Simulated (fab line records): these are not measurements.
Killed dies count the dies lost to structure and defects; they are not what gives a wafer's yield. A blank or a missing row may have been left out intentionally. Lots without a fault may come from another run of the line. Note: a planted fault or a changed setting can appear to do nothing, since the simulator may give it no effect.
8D (eight disciplines) problem report, filled in by code ; flow sky130 ; the parts of the form that need people (team, actions taken, sign-off) are left out

## 1. THE ISSUE
Mean of oes-product-au at SKY_VIA4_ETCH_12: 0.867 a.u. across 2 wafers in 2 lots; on wafers with no fault it is 0.926 a.u. (standard deviation 0.0043). That is -14 standard deviations from the usual mean.
The step: etches SiO2 in C4F8/O2/Ar, stops on TiN, target depth 580 nm.
The first sign was on wafer L532.2 at day 44 23:45, on rie-diel-02. Wafers with a number at this step in the record: 33, from 11 lots. The rule behind "out" and "out of limits": a value lying over 4 standard deviations away from the usual mean. All remaining wafers that have a number are taken as sound.

## 2. WHAT THIS IS AND IS NOT
question;is;is not
which readings at this step;oes-product-au;-
which lots;L532, L534;L527, L528, L529, L530, L531, L545, L546, L547, L549
which wafers of those lots;L532.2, L534.2;L532.4, L532.6, L534.4, L534.6
read on which tools;rie-diel-02;rie-diel-01, rie-diel-04
when;from day 44 23:45;"up to then (17 sound wafers); but 14 sound wafers of L534, L545, L546, L547, L549 came after"

## 3. SUSPECTS, AND WHAT RULES EACH OUT
Counting: any tool at a process step up to the reading remains a suspect provided it ran every lot that is out. Sound lots after the first of them don't rule it out here, since some wafers of a struck lot are sound.
- rie-metal-02 at SKY_CAP2M_METAL_ETCH_13 (etches TiN in Cl2/BCl3, stops on SiO2, target depth 220 nm, time 62.9 s): kept. Ran every lot that is out, first one L532 (day 43 01:00); last sound lot up to then L530 (day 42 05:55).
- cmp-02 at SKY_VIA4_CMP_02 (polishes SiO2): kept. Ran every lot that is out, first one L532 (day 44 01:53); last sound lot up to then L531 (day 43 11:55).
- rie-diel-02 at SKY_VIA4_ETCH_12 (etches SiO2 in C4F8/O2/Ar, stops on TiN, target depth 580 nm): kept. It ran every lot that is out, first L532 (day 44 23:45). Its own readings are out on those wafers: oes-product-au.
- At SKY_VIA4_ETCH_12, inside rie-diel-02: chamber 0 took the wafers that are out, while their sound lot-mates went through chambers 1, 3.
Still standing after the count: rie-metal-02 at SKY_CAP2M_METAL_ETCH_13, cmp-02 at SKY_VIA4_CMP_02, rie-diel-02 at SKY_VIA4_ETCH_12.

## 4. THE CAUSE (what the simulator had put in)
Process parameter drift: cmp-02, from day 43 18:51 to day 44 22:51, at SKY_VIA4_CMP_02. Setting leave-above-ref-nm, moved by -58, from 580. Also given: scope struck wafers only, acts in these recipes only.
Counting left 3 suspects, and this tool is among them.

## 5. SEQUENCE OF EFFECTS, ordered by route
Each row: a reading where the mean over the struck wafers with a number is more than 3 standard deviations away from the usual. Readings are gone through only where the record gives a usual standard deviation; hours: the median, over the lots, of the time from a lot's start at the first step in this table giving one to that lot's start at this step; sigmas: the change measured in usual standard deviations.
hours;step;reading;usual;on struck wafers;change;sigmas
0;SKY_VIA4_ETCH_12;oes-product-au;0.926 a.u.;0.867;-0.059;-14
It contains these process steps:
- SKY_VIA4_ETCH_12: etches SiO2 in C4F8/O2/Ar, stops on TiN, target depth 580 nm.

## 6. WHAT WOULD HAVE CAUGHT IT SOONER
First out-of-limits reading in this record: day 44 23:45, which is 29 hours after fault onset at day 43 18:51.
Of the tool readings at SKY_VIA4_CMP_02 for which the record gives a usual standard deviation, none was out on any struck wafer, so an alarm limit of 4 standard deviations on them would not have fired.
All the lots that are out (2) had begun SKY_VIA4_CMP_02 on cmp-02 by day 44 23:45. None of them would have been spared by holding the tool at that moment.
